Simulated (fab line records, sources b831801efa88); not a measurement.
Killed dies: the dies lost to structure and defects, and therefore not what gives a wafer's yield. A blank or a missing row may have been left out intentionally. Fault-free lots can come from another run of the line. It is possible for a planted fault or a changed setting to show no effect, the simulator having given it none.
Problem report in the 8D (eight disciplines) form, filled by code + flow sfq-line + the parts of the form that need people (team, actions taken, sign-off) are left out

== 1. THE PROBLEM ==
Wafers without a fault read 0.840 a.u., standard deviation 0.007; oes-product-au at SFQ_TRILAYER_L0_VIA_ETCH_VIA_ETCH_016 reads a mean of 0.754 a.u. on 4 wafers belonging to 2 lots. That is -12 standard deviations from the usual mean.
The step: etches SiO2 in CHF3, stops on MoNx KI, target depth 80 nm.
Seen first at day 9 19:26 on rie-diel-04, wafer L906.1. At this step, 42 wafers from 14 lots have a number in the record. The rule behind "out" and "out of limits": a value lying over 4 standard deviations away from the usual mean. The rest of the wafers with a number are treated as sound.

== 2. WHAT IT IS AND WHAT IT IS NOT ==
| question                    | is                             | is not                                                                                                                    |
|-----------------------------|--------------------------------|---------------------------------------------------------------------------------------------------------------------------|
| which readings at this step | oes-product-au                 | drypump-motor-current-A                                                                                                   |
| which lots                  | L906, L909                     | L900, L901, L904, L913, L915, L917, L918, L919, L920, L921, L922, L923                                                    |
| which wafers of those lots  | L906.1, L906.3, L906.5, L909.3 | L909.4, L909.6                                                                                                            |
| read on which tools         | rie-diel-03, rie-diel-04       | rie-diel-01                                                                                                               |
| when                        | from day 9 19:26               | up to then (9 sound wafers); but 29 sound wafers of L909, L913, L915, L917, L918, L919, L920, L921, L922, L923 came after |

== 3. SUSPECTS, AND WHAT RULES EACH OUT ==
Counting: any tool at a process step up to the reading remains a suspect provided it ran every lot that is out. Sound lots after the first of them don't rule it out here, since some wafers of a struck lot are sound.
- pecvd-03 at SFQ_TRILAYER_L0_CAP_PECVD_011 (deposits SiO2 from SiH4/N2O, time 13.333 s, target thk 60 nm): kept. It processed each lot that is out (first: L906, day 5 23:05); up to then, its last sound lot is L904 (day 5 12:17).
Left after counting: pecvd-03 at SFQ_TRILAYER_L0_CAP_PECVD_011.

== 4. THE CAUSE (what the simulator had put in) ==
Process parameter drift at SFQ_TRILAYER_L0_CAP_PECVD_011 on pecvd-03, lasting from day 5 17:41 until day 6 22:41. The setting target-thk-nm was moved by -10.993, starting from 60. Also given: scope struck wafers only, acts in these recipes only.
After counting, this tool was the only one left.

== 5. THE CHAIN OF EFFECTS, in route order ==
Each row: a reading whose mean over the struck wafers that have a number lies more than 3 standard deviations from the usual. Readings are gone through only where the record gives a usual standard deviation; hours: the median, over the lots, of the time from a lot's start at the first step in this table giving one to that lot's start at this step; sigmas: the change measured in usual standard deviations.
| hours | step                                  | reading        | usual      | on struck wafers | change | sigmas |
|-------|---------------------------------------|----------------|------------|------------------|--------|--------|
| 0     | SFQ_TRILAYER_L0_VIA_ETCH_VIA_ETCH_016 | oes-product-au | 0.840 a.u. | 0.754            | -0.086 | -12    |
Process steps it contains:
- SFQ_TRILAYER_L0_VIA_ETCH_VIA_ETCH_016: etches SiO2 in CHF3, stops on MoNx KI, target depth 80 nm.

== 6. WHAT WOULD HAVE CAUGHT IT SOONER ==
The fault began at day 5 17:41; the first out-of-limits reading in this record came at day 9 19:26, 98 hours later.
Tool readings at SFQ_TRILAYER_L0_CAP_PECVD_011 with a usual standard deviation given in the record: none out on any struck wafer, hence no alarm at a limit of 4 standard deviations on them.
By day 9 19:26 the whole set of lots that are out, 2 in number, had already begun SFQ_TRILAYER_L0_CAP_PECVD_011 on pecvd-03. None of them would have been spared by holding the tool at that moment.
